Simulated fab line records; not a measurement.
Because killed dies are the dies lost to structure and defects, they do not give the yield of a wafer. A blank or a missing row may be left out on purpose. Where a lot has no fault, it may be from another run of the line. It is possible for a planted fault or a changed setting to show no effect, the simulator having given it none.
fab line records -- flow sky130
[record] lots = 12, wafers = 36, last-day = 50
route steps=708 shown POLY_GATE@205 LDD_P@257
lots that met no fault: from a run of the same line without faults
start-h: hours from the record's first day to the start of the lot's first wafer shown -- wait-h: time in hours since the lot's previous step -- " the same as in the row above -- L1.1+2: a single row standing in for several wafers -- - no value, or no start was given -- * or withheld: withheld -- < > ~ a bound
route shown NAME@n: a module of which the file shows steps, and the number in the route of the first -- usual: mean/standard deviation of fault-free wafers -- same: alike in all rows -- chamber/n: place in a boat -- sites: readings site by site -- _std_site: how widely they spread, as a standard deviation -- _edge_site: mean of outer sites minus mean of inner sites -- radius-mm: for every site, how far away it sits from the centre of the wafer -- mask NAME#n: copy n -- behind: the most recent tool/chamber to have shaped the wafer -- hold: why the lot went on hold/how many hours it stayed there/how the hold came to an end -- device: the transistor (n, p or np) that didn't switch -- end of line: the route-end tests of the same wafers -- a step with no rows: only its recipe -- killed: count of dies lost to structure and defects at first sort (not the wafer's yield) -- map: shows each die of a wafer: x if killed, . if not, _ if none is there
set.NAME: the run value of the setting; set.NAME@STEP: its run value at that earlier step -- model.NAME: the simulator's own value behind a step, which no gauge read
the route's steps for a sample of lots (tables are steps, rows are wafers)
services: when a tool's chamber went out of use (start-h, in hours from the record's first day, below 0 if earlier), for how many hours, and the reason
[[steps]]
[step SKY_POLY_GATE_THK_MEAS_01]
[recipe] reads = poly-Si_of_POLY_GATE_CVD_00
[usual] POLY_GATE_CVD_00_THK = 175.8/1.7
lot.wafer,tool,chamber,start-h,wait-h,POLY_GATE_CVD_00_THK[nm]
L103.2,film-metro-03,-,317.92,0.0,178.7
L103.3,film-metro-03,-,317.92,0.0,178.2
L103.6,film-metro-03,-,317.92,0.0,178.5
L102.1,film-metro-02,-,319.68,0.0,178.6
L102.3,film-metro-02,-,319.68,0.0,177.7
L102.6,film-metro-02,-,319.68,0.0,177.6
L104.1,film-metro-03,-,329.27,0.0,175.7
L104.3,film-metro-03,-,329.27,0.0,175.6
L104.4,film-metro-03,-,329.27,0.0,176.1
L105.1,film-metro-02,-,335.77,0.0,177.9
L105.4,film-metro-02,-,335.77,0.0,178.0
L105.5,film-metro-02,-,335.77,0.0,176.7
L108.1,film-metro-01,-,369.64,0.1,176.7
L108.4,film-metro-01,-,369.64,0.1,177.2
L108.5,film-metro-01,-,369.64,0.1,177.5
L112.1,film-metro-02,-,395.83,0.0,173.3
L112.2,film-metro-02,-,395.83,0.0,173.8
L112.5,film-metro-02,-,395.83,0.0,172.5
L115.1,film-metro-02,-,427.37,0.0,173.2
L115.5,film-metro-02,-,427.37,0.0,173.2
L115.6,film-metro-02,-,427.37,0.0,173.6
L119.1,film-metro-01,-,454.13,0.0,175.6
L119.2,film-metro-01,-,454.13,0.0,174.4
L119.4,film-metro-01,-,454.13,0.0,175.1
L120.3,film-metro-03,-,458.65,0.0,173.2
L120.5,film-metro-03,-,458.65,0.0,173.1
L120.6,film-metro-03,-,458.65,0.0,173.8
L122.1,film-metro-01,-,480.48,0.0,173.1
L122.5,film-metro-01,-,480.48,0.0,174.3
L122.6,film-metro-01,-,480.48,0.0,174.1
L123.3,film-metro-02,-,487.06,0.0,179.0
L123.5,film-metro-02,-,487.06,0.0,178.2
L123.6,film-metro-02,-,487.06,0.0,177.4
L125.1,film-metro-02,-,507.38,0.0,175.3
L125.3,film-metro-02,-,507.38,0.0,174.3
L125.5,film-metro-02,-,507.38,0.0,175.8
[step SKY_POLY_GATE_OVL_MEAS_14]
[usual] POLY_GATE_OVL = -2/6.4
lot.wafer,tool,chamber,start-h,wait-h,POLY_GATE_OVL[nm]
L103.2,overlay-01,-,375.38,0.1,-7
L103.3,overlay-01,-,375.38,0.1,-3
L103.6,overlay-01,-,375.38,0.1,-4
L102.1,overlay-01,-,375.71,0.1,-1
L102.3,overlay-01,-,375.71,0.1,0
L102.6,overlay-01,-,375.71,0.1,1
L104.1,overlay-01,-,386.61,0.1,0
L104.3,overlay-01,-,386.61,0.1,-1
L104.4,overlay-01,-,386.61,0.1,7
L105.1,overlay-02,-,394.32,0.1,-2
L105.4,overlay-02,-,394.32,0.1,-6
L105.5,overlay-02,-,394.32,0.1,-3
L108.1,overlay-01,-,431.24,0.1,11
L108.4,overlay-01,-,431.24,0.1,10
L108.5,overlay-01,-,431.24,0.1,17
L112.1,overlay-01,-,459.64,0.1,11
L112.2,overlay-01,-,459.64,0.1,6
L112.5,overlay-01,-,459.64,0.1,10
L115.1,overlay-01,-,490.49,0.1,0
L115.5,overlay-01,-,490.49,0.1,2
L115.6,overlay-01,-,490.49,0.1,0
L119.1,overlay-02,-,516.97,0.1,-9
L119.2,overlay-02,-,516.97,0.1,-5
L119.4,overlay-02,-,516.97,0.1,-14
L120.3,overlay-01,-,521.20,0.1,-2
L120.5,overlay-01,-,521.20,0.1,-6
L120.6,overlay-01,-,521.20,0.1,-8
L122.1,overlay-01,-,547.67,0.1,-2
L122.5,overlay-01,-,547.67,0.1,1
L122.6,overlay-01,-,547.67,0.1,2
L123.3,overlay-01,-,551.58,0.1,-10
L123.5,overlay-01,-,551.58,0.1,-9
L123.6,overlay-01,-,551.58,0.1,-9
L125.1,overlay-01,-,568.50,0.1,5
L125.3,overlay-01,-,568.50,0.1,5
L125.5,overlay-01,-,568.50,0.1,6
[step SKY_LDD_P_COAT_02]
[recipe] resist = NOVOLAK, spin-rpm = 3000, resist-thk-nm = 1140
[usual] resist-line-temp-C = 23.00/0.11, spin-speed-rpm = 3000.1/2.1
lot.wafer,tool,chamber,start-h,wait-h,resist-line-temp-C,spin-speed-rpm
L103.2,litho-track-02,0,422.31,0.1,23.04,3000.9
L103.3,litho-track-02,0,422.31,0.1,23.00,3001.0
L103.6,litho-track-02,0,422.31,0.1,22.90,3002.0
L102.1,litho-track-03,0,423.20,0.1,23.04,3000.6
L102.3,litho-track-03,0,423.20,0.1,22.92,3001.2
L102.6,litho-track-03,0,423.20,0.1,22.93,3002.7
L104.1,litho-track-02,0,435.84,0.1,23.05,3004.0
L104.3,litho-track-02,0,435.84,0.1,23.07,3003.1
L104.4,litho-track-02,0,435.84,0.1,23.10,3001.3
L105.1,litho-track-02,0,443.64,0.1,23.18,3002.0
L105.4,litho-track-02,0,443.64,0.1,23.14,3000.3
L105.5,litho-track-02,0,443.64,0.1,23.10,2997.6
L108.1,litho-track-02,0,481.68,0.1,23.00,3079.9
L108.4,litho-track-02,0,481.68,0.1,23.00,3080.2
L108.5,litho-track-02,0,481.68,0.1,23.14,3078.0
L112.1,litho-track-02,0,509.18,0.1,22.98,3078.0
L112.2,litho-track-02,0,509.18,0.1,22.91,3077.7
L112.5,litho-track-02,0,509.18,0.1,22.96,3077.2
L115.1,litho-track-03,0,539.80,0.1,23.20,2997.5
L115.5,litho-track-03,0,539.80,0.1,23.19,2998.3
L115.6,litho-track-03,0,539.80,0.1,23.09,2998.1
L119.1,litho-track-04,0,563.96,0.1,22.94,3003.7
L119.2,litho-track-04,0,563.96,0.1,22.88,3000.2
L119.4,litho-track-04,0,563.96,0.1,22.87,2999.5
L120.3,litho-track-02,0,569.53,0.1,22.96,3000.8
L120.5,litho-track-02,0,569.53,0.1,22.98,2998.1
L120.6,litho-track-02,0,569.53,0.1,23.02,2997.6
L122.1,litho-track-04,0,595.11,0.1,22.99,3001.4
L122.5,litho-track-04,0,595.11,0.1,22.93,3001.5
L122.6,litho-track-04,0,595.11,0.1,22.97,3001.5
L123.3,litho-track-03,0,598.45,0.1,22.84,2997.9
L123.5,litho-track-03,0,598.45,0.1,23.01,2999.2
L123.6,litho-track-03,0,598.45,0.1,22.91,2997.2
L125.1,litho-track-04,0,614.96,0.1,23.22,3003.0
L125.3,litho-track-04,0,614.96,0.1,23.02,3004.0
L125.5,litho-track-04,0,614.96,0.1,23.02,3002.2
[step SKY_LDD_P_CD_MEAS_07]
[recipe] target-cd-nm = 380
[usual] cd-nm = 379.6/2.5
lot.wafer,tool,chamber,start-h,wait-h,cd-nm
L103.2,cd-sem-01,-,439.20,0.2,379.0
L103.3,cd-sem-01,-,439.20,0.2,378.6
L103.6,cd-sem-01,-,439.20,0.2,377.3
L102.1,cd-sem-02,-,439.66,0.1,377.5
L102.3,cd-sem-02,-,439.66,0.1,379.0
L102.6,cd-sem-02,-,439.66,0.1,378.9
L104.1,cd-sem-01,-,451.44,0.1,376.0
L104.3,cd-sem-01,-,451.44,0.1,375.9
L104.4,cd-sem-01,-,451.44,0.1,378.1
L105.1,cd-sem-02,-,459.25,0.1,382.8
L105.4,cd-sem-02,-,459.25,0.1,386.1
L105.5,cd-sem-02,-,459.25,0.1,382.6
L108.1,cd-sem-02,-,497.73,0.1,382.3
L108.4,cd-sem-02,-,497.73,0.1,378.4
L108.5,cd-sem-02,-,497.73,0.1,380.8
L112.1,cd-sem-01,-,524.35,0.1,384.1
L112.2,cd-sem-01,-,524.35,0.1,381.6
L112.5,cd-sem-01,-,524.35,0.1,381.5
L115.1,cd-sem-01,-,554.91,0.1,379.9
L115.5,cd-sem-01,-,554.91,0.1,380.7
L115.6,cd-sem-01,-,554.91,0.1,383.1
L119.1,cd-sem-02,-,579.63,0.1,376.1
L119.2,cd-sem-02,-,579.63,0.1,378.2
L119.4,cd-sem-02,-,579.63,0.1,376.3
L120.3,cd-sem-02,-,584.37,0.1,378.5
L120.5,cd-sem-02,-,584.37,0.1,378.3
L120.6,cd-sem-02,-,584.37,0.1,378.3
L122.1,cd-sem-02,-,610.83,0.1,382.1
L122.5,cd-sem-02,-,610.83,0.1,383.0
L122.6,cd-sem-02,-,610.83,0.1,382.6
L123.3,cd-sem-02,-,613.15,0.1,381.5
L123.5,cd-sem-02,-,613.15,0.1,381.9
L123.6,cd-sem-02,-,613.15,0.1,383.3
L125.1,cd-sem-01,-,629.71,0.1,381.2
L125.3,cd-sem-01,-,629.71,0.1,379.8
L125.5,cd-sem-01,-,629.71,0.1,382.3
[step SKY_LDD_P_STRIP_10]
[recipe] chemistry = O2/N2, power-w = 1400, pressure-mtorr = 1500, platen-temp-c = withheld, o2-flow-sccm = 3000, n2-flow-sccm = 300, overash-fraction = 0.5
[usual] drypump-motor-current-A = 5.6/0.46, oes-product-au = 0.715/0.0046, strip-time-to-endpoint-s = 14.19/0.042
[same] overash-fraction = 0.5
lot.wafer,tool,chamber,start-h,wait-h,drypump-motor-current-A,oes-product-au,rf-hours-counter-h,strip-time-to-endpoint-s
L103.2,plasma-asher-01,1,439.48,0.1,6.1,0.713,1,14.19
L103.3,plasma-asher-01,0,439.48,0.1,6.5,0.714,-,14.19
L103.6,plasma-asher-01,0,439.48,0.1,6.5,0.714,-,14.16
L102.1,plasma-asher-04,0,439.96,0.1,6.0,0.720,76,14.21
L102.3,plasma-asher-04,1,439.96,0.1,4.9,0.706,-,14.24
L102.6,plasma-asher-04,1,439.96,0.1,4.9,0.714,-,14.22
L104.1,plasma-asher-02,0,451.74,0.1,5.7,0.720,33,14.27
L104.3,plasma-asher-02,0,451.74,0.1,5.7,0.719,-,14.30
L104.4,plasma-asher-02,1,451.74,0.1,5.3,0.713,-,14.27
L105.1,plasma-asher-02,1,459.56,0.1,5.3,0.713,34,14.17
L105.4,plasma-asher-02,1,459.56,0.1,5.3,0.719,-,14.20
L105.5,plasma-asher-02,1,459.56,0.1,5.4,0.711,-,14.17
L108.1,plasma-asher-02,0,498.04,0.1,5.6,0.718,38,14.01
L108.4,plasma-asher-02,1,498.04,0.1,5.3,0.710,-,14.06
L108.5,plasma-asher-02,0,498.04,0.1,5.6,0.719,-,14.01
L112.1,plasma-asher-02,0,524.66,0.1,5.6,0.718,41,14.01
L112.2,plasma-asher-02,1,524.66,0.1,5.4,0.717,41,14.02
L112.5,plasma-asher-02,0,524.66,0.1,5.6,0.712,-,14.03
L115.1,plasma-asher-04,1,555.21,0.1,4.9,0.710,88,14.18
L115.5,plasma-asher-04,0,555.21,0.1,6.0,0.713,-,14.21
L115.6,plasma-asher-04,1,555.21,0.1,4.9,0.707,-,14.27
L119.1,plasma-asher-02,0,579.94,0.1,5.6,0.715,46,14.16
L119.2,plasma-asher-02,1,579.94,0.1,5.3,0.716,46,14.13
L119.4,plasma-asher-02,1,579.94,0.1,5.4,0.720,-,14.18
L120.3,plasma-asher-04,0,584.67,0.1,6.0,0.714,-,14.17
L120.5,plasma-asher-04,1,584.67,0.1,4.9,0.715,-,14.16
L120.6,plasma-asher-04,0,584.67,0.1,6.0,0.713,-,14.17
L122.1,plasma-asher-04,0,611.14,0.1,6.1,0.716,93,14.22
L122.5,plasma-asher-04,0,611.14,0.1,6.0,0.716,-,14.23
L122.6,plasma-asher-04,1,611.14,0.1,4.9,0.723,-,14.20
L123.3,plasma-asher-02,1,613.45,0.1,5.3,0.721,-,14.19
L123.5,plasma-asher-02,0,613.45,0.1,5.6,0.713,-,14.17
L123.6,plasma-asher-02,1,613.45,0.1,5.3,0.708,-,14.18
L125.1,plasma-asher-02,0,630.01,0.1,5.6,0.711,52,14.18
L125.3,plasma-asher-02,1,630.01,0.1,5.3,0.718,-,14.17
L125.5,plasma-asher-02,0,630.01,0.1,5.6,0.725,-,14.16
[[services]]
tool,chamber,start-h,hours,kind
plasma-asher-01,-,421.25,9.0,pm
plasma-asher-01,0,421.25,9.0,vent-cycle
plasma-asher-01,1,421.25,9.0,vent-cycle
plasma-asher-02,-,425.99,15.6,repair
plasma-asher-01,0,430.25,-,clean
plasma-asher-01,1,430.25,-,clean
plasma-asher-04,-,433.49,3.8,repair
plasma-asher-01,-,462.33,2.8,pm
plasma-asher-04,-,567.57,12.9,repair
plasma-asher-04,-,613.68,9.7,repair
plasma-asher-04,-,628.50,15.2,repair
[[key]]
[first-sign] step = SKY_LDD_P_COAT_02, reading = spin-speed-rpm, direction = up, sigmas = 38, usual = 3000.1, struck = 3078.5
[effect] step = SKY_LDD_P_STRIP_10, reading = strip-time-to-endpoint-s, direction = down, sigmas = 4.1, usual = *, struck = *
met-at SKY_LDD_P_COAT_02
struck-lots L108,L112
tester-left-out L108,L112
not-acting-at SKY_POLY_GATE_THK_MEAS_01,SKY_POLY_GATE_OVL_MEAS_14,SKY_LDD_P_CD_MEAS_07
onset-between 443.64 481.68
[fault] kind = process-parameter-drift, tool = litho-track-02, chamber = -, onset-h = 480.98, steps = SKY_LDD_P_COAT_02, channel = spin-rpm, offset = 79.689, shape = step, end-h = 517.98, acts-in = these-recipes-only, stated = 3000
// tester-left-out: of these lots the tester's yield and bins aren't shown, on N5 and GAA mostly nor the transistor test; their killed dies are dies lost to structure and defects alone, not to doping, threshold or leakage, so they don't give the yield
